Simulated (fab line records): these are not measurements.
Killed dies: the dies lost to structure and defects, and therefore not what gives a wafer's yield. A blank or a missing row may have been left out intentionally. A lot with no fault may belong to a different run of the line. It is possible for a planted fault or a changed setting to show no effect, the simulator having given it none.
Which of the tools did it? | flow sky130 | 11 lots with 33 wafers sampled at 4 steps, on a route of 708 steps

== WHAT THE GAUGES READ, wafer by wafer ==
SKY_VIA3_THK_MEAS_01.
lot  | measured     | on            | VIA3_HDPCVD_THK (nm)
L466 | day 39 12:49 | film-metro-01 | 1644 1677 1626
L468 | day 40 08:37 | film-metro-02 | 1625 1643 1598
L469 | day 40 11:23 | film-metro-01 | 1640 1628 1646
L467 | day 40 13:27 | film-metro-01 | 1667 1685 1663
L470 | day 41 03:36 | film-metro-04 | 1626 1641 1622
L475 | day 42 08:35 | film-metro-02 | 1620 1605 1620
L476 | day 42 10:53 | film-metro-01 | 1912 1642 1929
L477 | day 42 20:27 | film-metro-01 | 1631 1650 1642
L479 | day 43 08:56 | film-metro-02 | 1614 1628 1620
L480 | day 43 14:28 | film-metro-04 | 1674 1636 1653
L488 | day 45 11:00 | film-metro-02 | 1608 1590 1604

== WHICH TOOL RAN EACH LOT (tool, then ch and the chambers of the sampled wafers, then the start) ==
lot  | SKY_METAL2_SPUTTER_03        | SKY_METAL3_ETCH_16                | SKY_VIA3_HDPCVD_00
L466 | pvd-sputter-03, day 34 21:22 | rie-metal-01 ch 0,1, day 39 11:45 | hdpcvd-02 ch 0,1, day 39 12:38
L468 | pvd-sputter-03, day 35 19:25 | rie-metal-01 ch 0,1, day 40 07:34 | hdpcvd-02 ch 1,2, day 40 08:27
L469 | pvd-sputter-04, day 35 20:29 | rie-metal-02 ch 0,1, day 40 10:20 | hdpcvd-01 ch 0,1,2, day 40 11:16
L467 | pvd-sputter-03, day 35 22:35 | rie-metal-01 ch 0,1, day 40 12:24 | hdpcvd-02 ch 0,1, day 40 13:17
L470 | pvd-sputter-03, day 36 14:05 | rie-metal-01 ch 0,1, day 41 02:28 | hdpcvd-02 ch 0,2, day 41 03:26
L475 | pvd-sputter-01, day 37 22:46 | rie-metal-02 ch 1, day 42 07:24   | hdpcvd-02 ch 0,2, day 42 08:20
L476 | pvd-sputter-03, day 38 02:32 | rie-metal-01 ch 1, day 42 09:42   | hdpcvd-01 ch 1,2, day 42 10:44
L477 | pvd-sputter-04, day 38 11:31 | rie-metal-03 ch 1, day 42 19:18   | hdpcvd-02 ch 0,2, day 42 20:12
L479 | pvd-sputter-01, day 39 01:13 | rie-metal-02 ch 0,1, day 43 07:38 | hdpcvd-02 ch 0,2, day 43 08:45
L480 | pvd-sputter-04, day 39 06:16 | rie-metal-03 ch 0,1, day 43 13:15 | hdpcvd-02 ch 1,2, day 43 14:17
L488 | pvd-sputter-04, day 41 08:28 | rie-metal-03 ch 1, day 45 09:57   | hdpcvd-02 ch 0,2, day 45 10:50
- SKY_METAL2_SPUTTER_03: material Ti, target thk 5 nm, time 3.3 s.
- SKY_METAL3_ETCH_16: etches BARC in N2/H2, stops on SiO2, time 88.2 s, target depth 60 nm.
- SKY_VIA3_HDPCVD_00: deposits SiO2, target thk 1635 nm, time 272.5 s.

== THE ANSWER, worked out from the rows above alone ==
Rule: the usual values come from the lots themselves. The widest of any qualifying gaps counts: lots, ordered by their means at a reading, are off when they make up no more than a third of the lots, leave a main group of 4 or more, and stand apart from it by 3 or more times the standard deviation of that group's means. A main group is skipped when, at the precision printed for the reading in the tables above, its means are all equal. A lot without any number at a reading at which 4 lots or more have one is off too. Where the step has rows for the other lots, those lots are counted as sound.
Off: at SKY_VIA3_THK_MEAS_01 (VIA3_HDPCVD_THK), L476. Main group: mean 1634 nm, sd 20.
A tool fits if, at a process step before that reading, it ran every lot that is off, and no sound lot after the first of them. Gauges at SKY_VIA3_THK_MEAS_01: tried the same way as those tools. Can't be told from this: 3 tools fit, pvd-sputter-03 at SKY_METAL2_SPUTTER_03, rie-metal-01 at SKY_METAL3_ETCH_16, hdpcvd-01 at SKY_VIA3_HDPCVD_00.

== WHAT THE SIMULATOR HAD INSERTED ==
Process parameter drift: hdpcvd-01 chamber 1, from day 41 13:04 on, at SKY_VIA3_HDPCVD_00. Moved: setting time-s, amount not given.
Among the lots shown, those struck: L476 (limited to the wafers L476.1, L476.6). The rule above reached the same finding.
